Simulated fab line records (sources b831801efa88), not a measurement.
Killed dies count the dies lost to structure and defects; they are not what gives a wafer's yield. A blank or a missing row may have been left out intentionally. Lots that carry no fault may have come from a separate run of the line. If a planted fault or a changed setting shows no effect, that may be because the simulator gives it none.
fab line records ; flow gf180mcu ; part 1 of 2: steps 1 to 27 of 35
[record] lots = 5; wafers = 15; lastDay = 34
route steps=602 shown M4@471 V4@476 MIM@503
lots untouched by any fault: they come from a run of this same line in which no faults occurred
startH: hours from the record's opening day to when the first of the lot's shown wafers began ; waitH: how many hours have passed since the lot's step before this one ; " as in the row above ; L1.1+2: one row covering several wafers at once ; - no value, or no start was given ; * or withheld: withheld ; < > ~ a bound
route shown NAME@n: names a module that has steps shown in the file, with the first one's number in the route ; usual: mean and standard deviation over wafers with no fault ; same: alike in all rows ; chamber/n: place in a boat ; sites: each site's reading ; _std_site: standard deviation of those values ; _edge_site: inner sites' mean taken away from outer sites' mean ; radiusMm: how far each site lies from the wafer's centre ; mask NAME#n: copy n ; behind: the tool/chamber that last shaped the wafer ; hold: what put the lot on hold/how long, in hours/how the hold closed ; device: the transistor (n, p or np) that didn't switch ; end of line: at the end of the route, the tests of the same wafers ; where a step has no rows: the recipe by itself ; killed: dies that structure and defects cost at the first sort, which is not the same as the wafer's yield ; map: shows each die of a wafer: x if killed, . if not, _ if none is there
set.NAME: setting as actually run; set.NAME@STEP: the setting as run at that earlier step ; model.NAME: the simulator's own value behind a step, which no gauge read
lots at some steps of the route; a table a step, a row a wafer
services: a tool's chamber out of use, with start hour (startH, from the record's first day; less than 0 if before it), hours out, and reason
[[steps]]
[step GF_M4_OVL_MEAS_15]
[usual] M4_OVL = 0/4.9
lot.wafer;tool;chamber;startH;waitH;M4_OVL[nm]
L077.1;overlay-02;-;558.94;0.1;4
L077.2;overlay-02;-;558.94;0.1;-1
L077.3;overlay-02;-;558.94;0.1;1
L078.3;overlay-02;-;572.90;0.1;7
L078.4;overlay-02;-;572.90;0.1;1
L078.5;overlay-02;-;572.90;0.1;3
L082.1;overlay-02;-;610.63;0.1;-2
L082.2;overlay-02;-;610.63;0.1;-1
L082.4;overlay-02;-;610.63;0.1;-7
L089.1;overlay-01;-;662.50;0.1;2
L089.3;overlay-01;-;662.50;0.1;15
L089.5;overlay-01;-;662.50;0.1;17
L097.3;overlay-02;-;705.64;0.1;3
L097.4;overlay-02;-;705.64;0.1;-2
L097.6;overlay-02;-;705.64;0.1;2
[step GF_M4_METAL_ETCH_16]
[recipe] chemistry = Cl2/BCl3; maskMaterial = KrF; targetDepthNm = 750.8; stopOn = SiO2; pressureMtorr = 8; icpW = 800; biasW = 140; Cl2_flow_sccm = 80; bcl3FlowSccm = 40; timeS = 125.1
[usual] drypumpMotorCurrentA = 5.8/0.47; oesProductAu = 0.993/0.0059; throttleValvePct = 28.227/0.0097
lot.wafer;tool;chamber;startH;waitH;drypumpMotorCurrentA;oesProductAu;rfHoursCounterH;throttleValvePct
L077.1;rieMetal-03;1;558.98;0.0;5.3;1.002;10;28.204
L077.2;rieMetal-03;0;558.98;0.0;5.9;0.988;9;28.249
L077.3;rieMetal-03;1;558.98;0.0;5.3;0.996;-;28.214
L078.3;rieMetal-04;1;572.97;0.1;6.1;0.989;-;28.225
L078.4;rieMetal-04;0;572.97;0.1;6.3;0.987;-;28.232
L078.5;rieMetal-04;0;572.97;0.1;6.3;0.989;-;28.242
L082.1;rieMetal-01;0;610.67;0.0;4.9;0.999;12;28.229
L082.2;rieMetal-01;1;610.67;0.0;6.0;1.004;6;28.208
L082.4;rieMetal-01;0;610.67;0.0;4.9;1.000;-;28.224
L089.1;rieMetal-04;1;662.53;0.0;6.1;0.993;13;28.241
L089.3;rieMetal-04;1;662.53;0.0;6.1;0.986;-;28.236
L089.5;rieMetal-04;0;662.53;0.0;6.3;0.978;-;28.243
L097.3;rieMetal-04;0;705.71;0.1;6.3;0.985;-;28.237
L097.4;rieMetal-04;1;705.71;0.1;6.1;1.000;-;28.219
L097.6;rieMetal-04;0;705.71;0.1;6.3;0.977;-;28.220
[step GF_M4_STRIP_17]
[recipe] chemistry = O2/N2; powerW = 1400; pressureMtorr = 1500; platenTempC = 250; o2FlowSccm = 3000; n2FlowSccm = 300; overashFraction = 0.5
[usual] drypumpMotorCurrentA = 6.06/0.23; heaterPowerW = 329/12; oesProductAu = 0.536/0.0045; platenTempC = 250.04/0.18; stripTimeToEndpointS = 7.36/0.062
lot.wafer;tool;chamber;startH;waitH;drypumpMotorCurrentA;heaterPowerW;oesProductAu;platenTempC;rfHoursCounterH;stripTimeToEndpointS
L077.1;plasmaAsher-04;1;559.11;0.1;6.11;312;0.532;250.03;78;7.26
L077.2;plasmaAsher-04;0;559.11;0.1;5.88;357;0.540;250.16;78;7.37
L077.3;plasmaAsher-04;0;559.11;0.1;5.87;340;0.527;249.92;-;7.28
L078.3;plasmaAsher-01;1;573.09;0.1;6.37;318;0.543;250.03;-;7.47
L078.4;plasmaAsher-01;0;573.09;0.1;5.76;338;0.533;250.17;-;7.48
L078.5;plasmaAsher-01;1;573.09;0.1;6.34;312;0.544;250.13;-;7.43
L082.1;plasmaAsher-02;0;610.80;0.1;6.01;352;0.529;250.37;18;7.34
L082.2;plasmaAsher-02;1;610.80;0.1;6.16;341;0.531;249.99;18;7.31
L082.4;plasmaAsher-02;0;610.80;0.1;6.04;340;0.527;250.19;-;7.35
L089.1;plasmaAsher-04;0;662.66;0.1;5.85;341;0.535;250.04;91;7.39
L089.3;plasmaAsher-04;1;662.66;0.1;6.13;325;0.536;250.28;-;7.38
L089.5;plasmaAsher-04;1;662.66;0.1;6.10;316;0.538;249.98;-;7.40
L097.3;plasmaAsher-01;1;705.83;0.1;6.44;315;0.541;249.93;-;7.48
L097.4;plasmaAsher-01;0;705.83;0.1;5.78;338;0.538;250.01;-;7.38
L097.6;plasmaAsher-01;0;705.83;0.1;5.77;337;0.542;249.79;-;7.49
[step GF_M4_STRIP_18]
[recipe] chemistry = postEtchResidueRemover; timeS = 1200; tempC = 72.5
[usual] bathHeatDutyPct = 14.9/1.5
lot.wafer;tool;chamber;startH;waitH;bathHeatDutyPct
L077.1;wetBench-04;0;559.21;0.1;13.7
L077.2;wetBench-04;0;559.21;0.1;14.4
L077.3;wetBench-04;0;559.21;0.1;15.0
L078.3;wetBench-02;3;573.16;0.0;11.7
L078.4;wetBench-02;3;573.16;0.0;12.1
L078.5;wetBench-02;3;573.16;0.0;13.6
L082.1;wetBench-03;3;610.90;0.1;16.0
L082.2;wetBench-03;3;610.90;0.1;17.5
L082.4;wetBench-03;3;610.90;0.1;17.5
L089.1;wetBench-04;2;662.76;0.1;11.7
L089.3;wetBench-04;2;662.76;0.1;12.0
L089.5;wetBench-04;2;662.76;0.1;11.9
L097.3;wetBench-04;0;705.89;0.0;13.0
L097.4;wetBench-04;0;705.89;0.0;13.9
L097.6;wetBench-04;0;705.89;0.0;15.8
[step GF_M4_CLEAN_19]
[recipe] chemistry = DIW; dry = n2Spin
lot.wafer;tool;chamber;startH;waitH
L077.1+2+3;wetBench-02;3;559.55;0.0
L078.3+4+5;wetBench-03;1;573.50;0.0
L082.1+2+4;wetBench-02;3;611.24;0.0
L089.1+3+5;wetBench-03;0;663.10;0.0
L097.3+4+6;wetBench-02;2;706.24;0.0
[step GF_V4_CVD_00]
[recipe] material = SiO2; targetThkNm = 600; sigmaOpenFrac = 0.3; tempC = 400; timeS = 100; sih4FlowSccm = 60; pressureMtorr = 6
[usual] sih4FlowSccm = 60.02/0.17
lot.wafer;tool;chamber;startH;waitH;sih4FlowSccm
L077.1;hdpcvd-02;2;559.64;0.0;60.04
L077.2;hdpcvd-02;1;559.64;0.0;59.95
L077.3;hdpcvd-02;0;559.64;0.0;60.02
L078.3;hdpcvd-01;1;573.59;0.0;59.90
L078.4;hdpcvd-01;2;573.59;0.0;59.99
L078.5;hdpcvd-01;1;573.59;0.0;60.09
L082.1;hdpcvd-02;2;611.33;0.0;60.15
L082.2;hdpcvd-02;0;611.33;0.0;59.86
L082.4;hdpcvd-02;1;611.33;0.0;59.80
L089.1;hdpcvd-02;2;663.20;0.0;60.01
L089.3;hdpcvd-02;1;663.20;0.0;60.20
L089.5;hdpcvd-02;0;663.20;0.0;59.97
L097.3;hdpcvd-02;1;706.35;0.0;59.84
L097.4;hdpcvd-02;1;706.35;0.0;59.98
L097.6;hdpcvd-02;2;706.35;0.0;59.97
[step GF_V4_THK_MEAS_01]
[recipe] reads = SiO2_of_V4_CVD_00
[usual] V4_CVD_00_THK = 600/7.6
lot.wafer;tool;chamber;startH;waitH;V4_CVD_00_THK[nm]
L077.1;filmMetro-04;-;559.71;0.0;600
L077.2;filmMetro-04;-;559.71;0.0;599
L077.3;filmMetro-04;-;559.71;0.0;595
L078.3;filmMetro-04;-;573.68;0.1;589
L078.4;filmMetro-04;-;573.68;0.1;603
L078.5;filmMetro-04;-;573.68;0.1;592
L082.1;filmMetro-03;-;611.40;0.0;606
L082.2;filmMetro-03;-;611.40;0.0;600
L082.4;filmMetro-03;-;611.40;0.0;596
L089.1;filmMetro-01;-;663.29;0.1;613
L089.3;filmMetro-01;-;663.29;0.1;595
L089.5;filmMetro-01;-;663.29;0.1;602
L097.3;filmMetro-01;-;706.44;0.1;602
L097.4;filmMetro-01;-;706.44;0.1;603
L097.6;filmMetro-01;-;706.44;0.1;609
[step GF_V4_CVD_02]
[recipe] material = SiO2; targetThkNm = 850; precursor = TEOS; tempC = 400; timeS = 94.851; rfW = 600
[usual] heaterPowerW = 672/77
lot.wafer;tool;chamber;startH;waitH;heaterPowerW
L077.1;pecvd-02;0;559.77;0.1;635
L077.2;pecvd-02;2;559.77;0.1;810
L077.3;pecvd-02;1;559.77;0.1;627
L078.3;pecvd-01;1;573.72;0.0;721
L078.4;pecvd-01;0;573.72;0.0;617
L078.5;pecvd-01;2;573.72;0.0;682
L082.1;pecvd-04;2;611.46;0.1;732
L082.2;pecvd-04;0;611.46;0.1;640
L082.4;pecvd-04;0;611.46;0.1;672
L089.1;pecvd-04;1;663.35;0.1;634
L089.3;pecvd-04;2;663.35;0.1;741
L089.5;pecvd-04;1;663.35;0.1;668
L097.3;pecvd-01;2;706.51;0.1;734
L097.4;pecvd-01;1;706.51;0.1;570
L097.6;pecvd-01;1;706.51;0.1;656
[step GF_V4_THK_MEAS_03]
[recipe] reads = SiO2_of_V4_CVD_02
[usual] V4_CVD_02_THK = 853/10
lot.wafer;tool;chamber;startH;waitH;V4_CVD_02_THK[nm]
L077.1;filmMetro-01;-;559.84;0.0;854
L077.2;filmMetro-01;-;559.84;0.0;849
L077.3;filmMetro-01;-;559.84;0.0;846
L078.3;filmMetro-03;-;573.81;0.1;849
L078.4;filmMetro-03;-;573.81;0.1;854
L078.5;filmMetro-03;-;573.81;0.1;860
L082.1;filmMetro-03;-;611.53;0.0;852
L082.2;filmMetro-03;-;611.53;0.0;859
L082.4;filmMetro-03;-;611.53;0.0;866
L089.1;filmMetro-01;-;663.42;0.0;855
L089.3;filmMetro-01;-;663.42;0.0;856
L089.5;filmMetro-01;-;663.42;0.0;863
L097.3;filmMetro-03;-;706.60;0.1;858
L097.4;filmMetro-03;-;706.60;0.1;857
L097.6;filmMetro-03;-;706.60;0.1;850
[step GF_V4_CMP_04]
[recipe] material = SiO2; downForcePsi = 4; platenRpm = 60; padVelocityMS = 0.94248
[usual] motorCurrentA = 13.3/0.82; slurryFilterDpKPa = 13.50/0.13; timeToEndpointS = 84/5.5
lot.wafer;tool;chamber;startH;waitH;motorCurrentA;slurryFilterDpKPa;timeToEndpointS
L077.3;cmp-02;2;559.95;0.1;13.4;13.43;76
L077.2;cmp-02;3;559.95;0.1;12.5;13.58;82
L077.1;cmp-02;0;559.95;0.1;14.2;13.38;83
L078.3;cmp-02;3;574.17;0.3;12.9;13.49;86
L078.4;cmp-02;0;574.17;0.3;13.8;13.48;87
L078.5;cmp-02;1;574.17;0.3;13.1;13.60;80
L082.4;cmp-01;0;611.59;0.0;11.9;13.50;89
L082.1;cmp-01;2;611.59;0.0;13.0;13.76;86
L082.2;cmp-01;3;611.59;0.0;12.5;13.57;87
L089.1;cmp-01;0;663.56;0.1;12.1;13.41;85
L089.3;cmp-01;1;663.56;0.1;14.2;13.63;80
L089.5;cmp-01;0;663.56;0.1;12.3;13.35;90
L097.3;cmp-02;0;706.74;0.1;14.5;13.33;93
L097.4;cmp-02;1;706.74;0.1;13.2;13.48;85
L097.6;cmp-02;2;706.74;0.1;13.6;13.62;85
[step GF_V4_BOW_MEAS_05]
[recipe] mode = bow
[usual] V4_BOW = 135/8.7
lot.wafer;tool;chamber;startH;waitH;V4_BOW[um]
L077.1;filmMetro-04;-;560.20;0.1;140
L077.2;filmMetro-04;-;560.20;0.1;141
L077.3;filmMetro-04;-;560.20;0.1;144
L078.3;filmMetro-01;-;574.51;0.3;126
L078.4;filmMetro-01;-;574.51;0.3;146
L078.5;filmMetro-01;-;574.51;0.3;127
L082.1;filmMetro-01;-;611.89;0.1;137
L082.2;filmMetro-01;-;611.89;0.1;143
L082.4;filmMetro-01;-;611.89;0.1;139
L089.1;filmMetro-03;-;663.86;0.2;142
L089.3;filmMetro-03;-;663.86;0.2;138
L089.5;filmMetro-03;-;663.86;0.2;140
L097.3;filmMetro-04;-;706.98;0.2;135
L097.4;filmMetro-04;-;706.98;0.2;145
L097.6;filmMetro-04;-;706.98;0.2;128
[step GF_V4_DEHYDRATE_06]
[recipe] tempC = 200; timeS = 60
lot.wafer;tool;chamber;startH;waitH
L077.1+2+3;lithoTrack-03;0;571.16;10.9
L078.3+4+5;lithoTrack-03;0;584.36;9.8
L082.1+2+4;lithoTrack-03;0;621.21;9.3
L089.1+3+5;lithoTrack-03;0;672.61;8.7
L097.3+4+6;lithoTrack-01;0;715.53;8.5
[step GF_V4_HMDS_07]
[recipe] primeTimeS = 60; primeTempC = 120
[usual] primeTempC = 120.03/0.13
lot.wafer;tool;chamber;startH;waitH;primeTempC
L077.1;lithoTrack-03;0;571.31;0.1;120.07
L077.2;lithoTrack-03;0;571.31;0.1;120.19
L077.3;lithoTrack-03;0;571.31;0.1;120.06
L078.3;lithoTrack-03;0;584.51;0.1;120.01
L078.4;lithoTrack-03;0;584.51;0.1;119.94
L078.5;lithoTrack-03;0;584.51;0.1;120.16
L082.1;lithoTrack-03;0;621.36;0.1;119.99
L082.2;lithoTrack-03;0;621.36;0.1;120.08
L082.4;lithoTrack-03;0;621.36;0.1;119.91
L089.1;lithoTrack-03;0;672.76;0.1;120.06
L089.3;lithoTrack-03;0;672.76;0.1;119.96
L089.5;lithoTrack-03;0;672.76;0.1;119.74
L097.3;lithoTrack-01;0;715.68;0.1;120.08
L097.4;lithoTrack-01;0;715.68;0.1;120.12
L097.6;lithoTrack-01;0;715.68;0.1;119.95
[step GF_V4_COAT_08]
[recipe] resist = BARC; tempC = withheld; timeS = withheld; spinRpm = withheld; resistThkNm = withheld
[usual] dispensePressureKPa = 54.4/1.8
lot.wafer;tool;chamber;startH;waitH;dispensePressureKPa
L077.1;lithoTrack-03;0;571.46;0.1;56.4
L077.2;lithoTrack-03;0;571.46;0.1;56.4
L077.3;lithoTrack-03;0;571.46;0.1;56.4
L078.3;lithoTrack-03;0;584.66;0.1;56.4
L078.4;lithoTrack-03;0;584.66;0.1;56.4
L078.5;lithoTrack-03;0;584.66;0.1;56.4
L082.1;lithoTrack-03;0;621.51;0.1;56.4
L082.2;lithoTrack-03;0;621.51;0.1;56.4
L082.4;lithoTrack-03;0;621.51;0.1;56.4
L089.1;lithoTrack-03;0;672.91;0.1;56.4
L089.3;lithoTrack-03;0;672.91;0.1;56.4
L089.5;lithoTrack-03;0;672.91;0.1;56.4
L097.3;lithoTrack-01;0;715.83;0.1;53.6
L097.4;lithoTrack-01;0;715.83;0.1;53.6
L097.6;lithoTrack-01;0;715.83;0.1;53.6
[step GF_V4_COAT_09]
[recipe] resist = KrF; spinRpm = withheld; resistThkNm = 1000
[usual] dispensePressureKPa = 54.4/1.8
lot.wafer;tool;chamber;startH;waitH;dispensePressureKPa
L077.1;lithoTrack-03;0;-;-;56.4
L077.2;lithoTrack-03;0;-;-;56.4
L077.3;lithoTrack-03;0;-;-;56.4
L078.3;lithoTrack-03;0;-;-;56.3
L078.4;lithoTrack-03;0;-;-;56.4
L078.5;lithoTrack-03;0;-;-;56.4
L082.1;lithoTrack-03;0;-;-;56.4
L082.2;lithoTrack-03;0;-;-;56.4
L082.4;lithoTrack-03;0;-;-;56.3
L089.1;lithoTrack-03;0;-;-;56.4
L089.3;lithoTrack-03;0;-;-;56.4
L089.5;lithoTrack-03;0;-;-;56.4
L097.3;lithoTrack-01;0;-;-;53.5
L097.4;lithoTrack-01;0;-;-;53.5
L097.6;lithoTrack-01;0;-;-;53.5
[step GF_V4_SOFTBAKE_10]
[recipe] tempC = 130; timeS = 60; resist = KrF
lot.wafer;tool;chamber;startH;waitH
L077.1+2+3;lithoTrack-03;0;-;-
L078.3+4+5;lithoTrack-03;0;-;-
L082.1+2+4;lithoTrack-03;0;-;-
L089.1+3+5;lithoTrack-03;0;-;-
L097.3+4+6;lithoTrack-01;0;-;-
[step GF_V4_EXPOSE_11]
[recipe] maskId = Via4; targetCdNm = 260; na = 0.68; sourceShape = conventional; sigmaOuter = 0.6; doseMj = 38
[same] sigmaOuter = 0.6
lot.wafer;tool;chamber;startH;waitH;mask
L077.1+2+3;krfScanner-01;0;-;-;Via4#0
L078.3+4+5;krfScanner-01;0;-;-;Via4#0
L082.1+2+4;krfScanner-02;0;-;-;Via4#0
L089.1+3+5;krfScanner-01;0;-;-;Via4#0
L097.3+4+6;krfScanner-01;0;-;-;Via4#0
[step GF_V4_PEB_12]
[recipe] pebTempC = 135; pebTimeS = 90; resist = KrF
lot.wafer;tool;chamber;startH;waitH
L077.1+2+3;lithoTrack-01;0;-;-
L078.3+4+5;lithoTrack-03;0;-;-
L082.1+2+4;lithoTrack-01;0;-;-
L089.1+3+5;lithoTrack-03;0;-;-
L097.3+4+6;lithoTrack-03;0;-;-
[step GF_V4_DEVELOP_13]
[recipe] developTimeS = 60; resist = KrF; devTempC = 21
lot.wafer;tool;chamber;startH;waitH
L077.1+2+3;lithoTrack-01;0;581.78;0.2
L078.3+4+5;lithoTrack-03;0;595.81;0.1
L082.1+2+4;lithoTrack-01;0;631.98;0.2
L089.1+3+5;lithoTrack-03;0;682.91;0.2
L097.3+4+6;lithoTrack-03;0;724.71;0.1
[step GF_V4_CD_MEAS_14]
[recipe] targetCdNm = 260
[usual] cdNm = 259.9/1.1
lot.wafer;tool;chamber;startH;waitH;cdNm
L077.1;cdSem-02;-;581.93;0.1;259.5
L077.2;cdSem-02;-;581.93;0.1;258.9
L077.3;cdSem-02;-;581.93;0.1;259.0
L078.3;cdSem-01;-;595.95;0.1;261.4
L078.4;cdSem-01;-;595.95;0.1;261.1
L078.5;cdSem-01;-;595.95;0.1;260.4
L082.1;cdSem-02;-;632.13;0.1;260.7
L082.2;cdSem-02;-;632.13;0.1;261.0
L082.4;cdSem-02;-;632.13;0.1;259.6
L089.1;cdSem-01;-;683.06;0.1;260.2
L089.3;cdSem-01;-;683.06;0.1;260.1
L089.5;cdSem-01;-;683.06;0.1;258.6
L097.3;cdSem-01;-;724.85;0.1;259.5
L097.4;cdSem-01;-;724.85;0.1;260.8
L097.6;cdSem-01;-;724.85;0.1;260.1
[step GF_V4_OVL_MEAS_15]
[usual] V4_OVL = 0/5.3
lot.wafer;tool;chamber;startH;waitH;V4_OVL[nm]
L077.1;overlay-01;-;582.05;0.1;0
L077.2;overlay-01;-;582.05;0.1;1
L077.3;overlay-01;-;582.05;0.1;5
L078.3;overlay-02;-;596.04;0.1;-2
L078.4;overlay-02;-;596.04;0.1;-3
L078.5;overlay-02;-;596.04;0.1;-10
L082.1;overlay-01;-;632.25;0.1;0
L082.2;overlay-01;-;632.25;0.1;5
L082.4;overlay-01;-;632.25;0.1;10
L089.1;overlay-01;-;683.18;0.1;-13
L089.3;overlay-01;-;683.18;0.1;2
L089.5;overlay-01;-;683.18;0.1;-6
L097.3;overlay-02;-;724.94;0.1;-9
L097.4;overlay-02;-;724.94;0.1;6
L097.6;overlay-02;-;724.94;0.1;8
[step GF_V4_ETCH_16]
[recipe] chemistry = N2/H2; targetDepthA = withheld; overetchA = withheld; timeS = withheld; target = BARC; ionEnergyEv = 200; sourceW = 500; biasW = 100; pressureMtorr = 30; n2FlowSccm = 100; h2FlowSccm = 200
[usual] drypumpMotorCurrentA = 5.7/0.38; oesProductAu = 0.856/0.0044; throttleValvePct = 13.225/0.009
lot.wafer;tool;chamber;startH;waitH;drypumpMotorCurrentA;oesProductAu;throttleValvePct
L077.1;rieDiel-01;0;582.09;0.0;6.6;0.858;13.224
L077.2;rieDiel-01;1;582.09;0.0;5.3;0.863;13.218
L077.3;rieDiel-01;3;582.09;0.0;5.5;0.856;13.213
L078.3;rieDiel-04;2;596.07;0.0;5.7;0.860;13.216
L078.4;rieDiel-04;1;596.07;0.0;5.3;0.863;13.218
L078.5;rieDiel-04;3;596.07;0.0;5.9;0.852;13.223
L082.1;rieDiel-03;1;632.28;0.0;6.2;0.860;13.212
L082.2;rieDiel-03;2;632.28;0.0;6.3;0.854;13.243
L082.4;rieDiel-03;0;632.28;0.0;5.7;0.853;13.214
L089.1;rieDiel-01;3;683.22;0.0;5.5;0.849;13.224
L089.3;rieDiel-01;1;683.22;0.0;5.3;0.852;13.224
L089.5;rieDiel-01;2;683.22;0.0;5.9;0.857;13.223
L097.3;rieDiel-04;1;724.97;0.0;5.4;0.852;13.235
L097.4;rieDiel-04;0;724.97;0.0;5.3;0.860;13.224
L097.6;rieDiel-04;2;724.97;0.0;5.7;0.857;13.247
[step GF_V4_ETCH_17]
[recipe] chemistry = C4F8/O2/Ar; maskMaterial = KrF; target = SiO2; stopOn = TiN; sourceW = 1500; biasW = 1200; pressureMtorr = 40; c4f8FlowSccm = withheld; O2_flow_sccm = 6; Ar_flow_sccm = 300; timeS = withheld; targetDepthA = 6300
[usual] oesProductAu = 0.856/0.0048
lot.wafer;tool;chamber;startH;waitH;oesProductAu
L077.1;rieDiel-01;0;-;-;0.854
L077.2;rieDiel-01;1;-;-;0.850
L077.3;rieDiel-01;3;-;-;0.860
L078.3;rieDiel-04;2;-;-;0.858
L078.4;rieDiel-04;1;-;-;0.855
L078.5;rieDiel-04;3;-;-;0.854
L082.1;rieDiel-03;1;-;-;0.860
L082.2;rieDiel-03;2;-;-;0.855
L082.4;rieDiel-03;0;-;-;0.859
L089.1;rieDiel-01;3;-;-;0.858
L089.3;rieDiel-01;1;-;-;0.852
L089.5;rieDiel-01;2;-;-;0.855
L097.3;rieDiel-04;1;-;-;0.854
L097.4;rieDiel-04;0;-;-;0.854
L097.6;rieDiel-04;2;-;-;0.850
[step GF_V4_STRIP_18]
[recipe] chemistry = O2/N2; powerW = 1400; pressureMtorr = 1500; platenTempC = 250; o2FlowSccm = 3000; n2FlowSccm = 300; overashFraction = 0.5
[usual] drypumpMotorCurrentA = 6.01/0.16; heaterPowerW = 334/18; oesProductAu = 0.592/0.0051; platenTempC = 250.00/0.16
lot.wafer;tool;chamber;startH;waitH;drypumpMotorCurrentA;heaterPowerW;oesProductAu;platenTempC;rfHoursCounterH
L077.1;plasmaAsher-04;0;582.21;-;5.87;360;0.590;249.98;80
L077.2;plasmaAsher-04;1;582.21;-;6.14;317;0.591;249.92;80
L077.3;plasmaAsher-04;1;582.21;-;6.12;325;0.594;249.82;-
L078.3;plasmaAsher-04;0;596.23;-;5.88;341;0.593;250.07;-
L078.4;plasmaAsher-04;1;596.23;-;6.11;316;0.599;250.23;-
L078.5;plasmaAsher-04;1;596.23;-;6.13;317;0.588;249.85;-
L082.1;plasmaAsher-04;1;632.41;-;6.09;322;0.586;250.03;86
L082.2;plasmaAsher-04;0;632.41;-;5.87;344;0.601;249.85;86
L082.4;plasmaAsher-04;0;632.41;-;5.88;352;0.595;250.02;-
L089.1;plasmaAsher-03;1;683.34;-;5.73;369;0.593;249.94;64
L089.3;plasmaAsher-03;0;683.34;-;6.26;303;0.592;249.95;-
L089.5;plasmaAsher-03;1;683.34;-;5.70;377;0.580;250.08;-
L097.3;plasmaAsher-02;1;725.13;-;6.12;328;0.600;249.89;-
L097.4;plasmaAsher-02;0;725.13;-;6.04;337;0.595;249.92;-
L097.6;plasmaAsher-02;1;725.13;-;6.13;331;0.592;250.02;-
[step GF_V4_STRIP_19]
[recipe] chemistry = postEtchResidueRemover; timeS = 1200; tempC = 72.5
[usual] bathHeatDutyPct = 14.4/1.1
lot.wafer;tool;chamber;startH;waitH;bathHeatDutyPct
L077.1;wetBench-03;2;582.31;0.1;12.5
L077.2;wetBench-03;2;582.31;0.1;13.7
L077.3;wetBench-03;2;582.31;0.1;12.0
L078.3;wetBench-03;1;596.30;0.0;15.3
L078.4;wetBench-03;1;596.30;0.0;14.9
L078.5;wetBench-03;1;596.30;0.0;15.0
L082.1;wetBench-01;3;632.51;0.1;14.2
L082.2;wetBench-01;3;632.51;0.1;13.1
L082.4;wetBench-01;3;632.51;0.1;14.7
L089.1;wetBench-03;2;683.44;0.1;12.0
L089.3;wetBench-03;2;683.44;0.1;13.1
L089.5;wetBench-03;2;683.44;0.1;13.5
L097.3;wetBench-04;1;725.19;0.0;14.9
L097.4;wetBench-04;1;725.19;0.0;15.6
L097.6;wetBench-04;1;725.19;0.0;14.2
[step GF_V4_CLEAN_20]
[recipe] chemistry = DIW; dry = n2Spin
lot.wafer;tool;chamber;startH;waitH
L077.1+2+3;wetBench-01;3;582.66;0.0
L078.3+4+5;wetBench-04;1;596.64;0.0
L082.1+2+4;wetBench-04;3;632.89;0.0
L089.1+3+5;wetBench-03;1;683.79;0.0
L097.3+4+6;wetBench-03;2;725.54;0.0
[step GF_V4_SPUTTER_21]
[recipe] material = Ti; targetThkNm = 15; chamberPressurePa = 5; powerW = 2500; substrateTempC = 200; timeS = 80.02
[usual] chamberPressurePa = 5.000/0.0094; throttleValvePct = 30.6/1
lot.wafer;tool;chamber;startH;waitH;chamberPressurePa;throttleValvePct
L077.1;pvdSputter-04;-;582.75;0.0;4.991;30.9
L077.2;pvdSputter-04;-;582.75;0.0;4.990;30.8
L077.3;pvdSputter-04;-;582.75;0.0;5.001;32.1
L078.3;pvdSputter-03;-;596.74;0.0;5.003;28.9
L078.4;pvdSputter-03;-;596.74;0.0;5.003;30.3
L078.5;pvdSputter-03;-;596.74;0.0;5.010;30.4
L082.1;pvdSputter-04;-;632.98;0.0;4.996;30.5
L082.2;pvdSputter-04;-;632.98;0.0;4.984;31.0
L082.4;pvdSputter-04;-;632.98;0.0;4.987;32.5
L089.1;pvdSputter-02;-;683.88;0.0;4.984;30.6
L089.3;pvdSputter-02;-;683.88;0.0;5.005;28.8
L089.5;pvdSputter-02;-;683.88;0.0;4.998;29.1
L097.3;pvdSputter-03;-;725.64;0.0;5.006;28.8
L097.4;pvdSputter-03;-;725.64;0.0;4.979;31.3
L097.6;pvdSputter-03;-;725.64;0.0;4.989;31.4
